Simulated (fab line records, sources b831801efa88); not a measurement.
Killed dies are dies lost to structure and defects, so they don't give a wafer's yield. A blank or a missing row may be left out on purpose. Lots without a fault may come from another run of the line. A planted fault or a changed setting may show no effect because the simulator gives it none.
Which tool did it? | flow sky130 | 13 lots, 39 wafers sampled, at 4 steps of a route of 708

WHAT THE GAUGES READ, wafer by wafer
SKY_CAP2M_THK_MEAS_04: measures by xrf.
lot  | measured     | on            | CAP2M_TIN_THK (nm)
L469 | day 39 12:19 | film_metro-01 | 198.8 197.9 201.8
L471 | day 40 07:36 | film_metro-03 | 193.3 194.4 193.5
L470 | day 40 15:01 | film_metro-04 | 195.0 195.6 200.3
L472 | day 40 17:23 | film_metro-01 | 197.6 198.1 200.2
L473 | day 40 17:29 | film_metro-03 | 196.4 197.5 198.0
L474 | day 41 07:09 | film_metro-01 | 198.2 199.3 197.2
L475 | day 41 17:33 | film_metro-04 | 196.0 195.8 198.8
L478 | day 42 16:07 | film_metro-03 | 193.0 193.9 192.8
L479 | day 42 23:41 | film_metro-03 | 197.1 193.8 194.5
L488 | day 45 11:10 | film_metro-04 | 197.5 202.6 201.4
L489 | day 45 20:26 | film_metro-01 | 194.8 195.7 196.5
L491 | day 46 02:21 | film_metro-04 | 199.8 198.9 194.8
L492 | day 46 04:17 | film_metro-04 | 199.1 198.5 202.8

SKY_METAL4_CD_MEAS_13: target cd 300 nm.
lot  | measured     | on        | cd_nm (nm)
L469 | day 41 13:32 | cd_sem-01 | 301.4 300.8 300.2
L471 | day 42 07:53 | cd_sem-01 | 299.6 301.3 301.1
L470 | day 42 15:25 | cd_sem-01 | 298.5 298.0 298.2
L472 | day 42 16:47 | cd_sem-01 | 302.4 302.0 303.5
L473 | day 42 18:13 | cd_sem-01 | 301.2 300.4 300.7
L474 | day 43 06:38 | cd_sem-01 | 300.3 302.3 300.5
L475 | day 43 16:58 | cd_sem-02 | 297.5 295.1 297.7
L478 | day 44 13:48 | cd_sem-02 | 221.8 204.4 168.6 221.7 204.0 168.1
L479 | day 44 21:16 | cd_sem-01 | 164.4 223.3 149.6 164.4 223.1 149.4
L488 | day 47 03:49 | cd_sem-02 | 300.4 298.5 301.3
L489 | day 47 13:29 | cd_sem-01 | 299.3 299.4 300.0
L491 | day 47 19:20 | cd_sem-02 | 298.0 298.9 299.3
L492 | day 47 20:46 | cd_sem-01 | 299.4 299.0 299.8

WHICH TOOL RAN EACH LOT (tool, then ch and the chambers of the sampled wafers, then the start)
lot  | SKY_METAL4_SPUTTER_03        | SKY_METAL4_EXPOSE_10
L469 | pvd_sputter-04, day 39 11:55 | krf_scanner-01 ch 0, day 41 01:26
L471 | pvd_sputter-04, day 40 07:13 | krf_scanner-02 ch 0, day 41 20:39
L470 | pvd_sputter-03, day 40 14:38 | krf_scanner-02 ch 0, day 42 03:26
L472 | pvd_sputter-03, day 40 16:59 | krf_scanner-02 ch 0, day 42 04:58
L473 | pvd_sputter-02, day 40 17:07 | krf_scanner-02 ch 0, day 42 06:03
L474 | pvd_sputter-04, day 41 06:46 | krf_scanner-02 ch 0, day 42 19:32
L475 | pvd_sputter-04, day 41 17:10 | krf_scanner-02 ch 0, day 43 05:11
L478 | pvd_sputter-02, day 42 15:44 | krf_scanner-02 ch 0, day 44 02:50
L479 | pvd_sputter-03, day 42 23:17 | krf_scanner-02 ch 0, day 44 10:22
L488 | pvd_sputter-04, day 45 10:47 | krf_scanner-01 ch 0, day 46 18:59
L489 | pvd_sputter-04, day 45 20:04 | krf_scanner-01 ch 0, day 47 03:29
L491 | pvd_sputter-03, day 46 01:58 | krf_scanner-01 ch 0, day 47 10:02
L492 | pvd_sputter-03, day 46 03:53 | krf_scanner-01 ch 0, day 47 11:33
- SKY_METAL4_SPUTTER_03: material Ti, target thk 5 nm, time 3.3 s.
- SKY_METAL4_EXPOSE_10: exposes mask MM4, target cd 300 nm.

WHAT THE TOOLS THEMSELVES READ (means of the sampled wafers that have a number; where no wafer has one, the mark that the record gives instead)
SKY_METAL4_SPUTTER_03.
lot  | tool           | throttle_valve_pct (%)
L469 | pvd_sputter-04 | 30.1
L471 | pvd_sputter-04 | 30.2
L470 | pvd_sputter-03 | 29.8
L472 | pvd_sputter-03 | 29.7
L473 | pvd_sputter-02 | 30.7
L474 | pvd_sputter-04 | 30.6
L475 | pvd_sputter-04 | 30.1
L478 | pvd_sputter-02 | 31.2
L479 | pvd_sputter-03 | 30.0
L488 | pvd_sputter-04 | 30.2
L489 | pvd_sputter-04 | 30.2
L491 | pvd_sputter-03 | 29.8
L492 | pvd_sputter-03 | 29.4

THE ANSWER, worked out from the rows above alone
Rule: what is usual is taken from the lots themselves. Put in order of their means at a reading, lots are off if they are a third of the lots or fewer, leave a main group of 4 or more, and stand apart from it by a gap of 3 or more times the standard deviation of the main group's means; of several such gaps the widest counts. A main group whose means are all the same, to the digits that the tables above print for the reading, isn't used. A lot without any number at a reading at which 4 lots or more have one is off too. The other lots that the step has rows for count as sound. The gauges are gone through in route order, then the tools' own readings, and for those a lot's mean is taken as printed above. The first step at which some lot is off is used, and at that step the reading that is off furthest; a lot without a number counts as furthest.
Off: L478, L479, at SKY_METAL4_CD_MEAS_13 (cd_nm). The main group: mean 299.9 nm, standard deviation 1.5.
A tool fits if, at a process step before that reading, it ran every lot that is off, and no sound lot after the first of them. The gauges at SKY_METAL4_CD_MEAS_13 are tried like those tools. One fits: krf_scanner-02 at SKY_METAL4_EXPOSE_10. Its last sound lot is L475 (day 43 05:11), its first lot that is off L478 (day 44 02:50): a fault that began between those two fits.

WHAT THE SIMULATOR HAD PUT IN
Process parameter drift: krf_scanner-02, from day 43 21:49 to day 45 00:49, at SKY_METAL4_EXPOSE_10. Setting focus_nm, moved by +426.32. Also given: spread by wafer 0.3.
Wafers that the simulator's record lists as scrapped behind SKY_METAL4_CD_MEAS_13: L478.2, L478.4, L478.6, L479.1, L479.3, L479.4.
Lots struck among those shown: L478, L479. The rule above found the same.
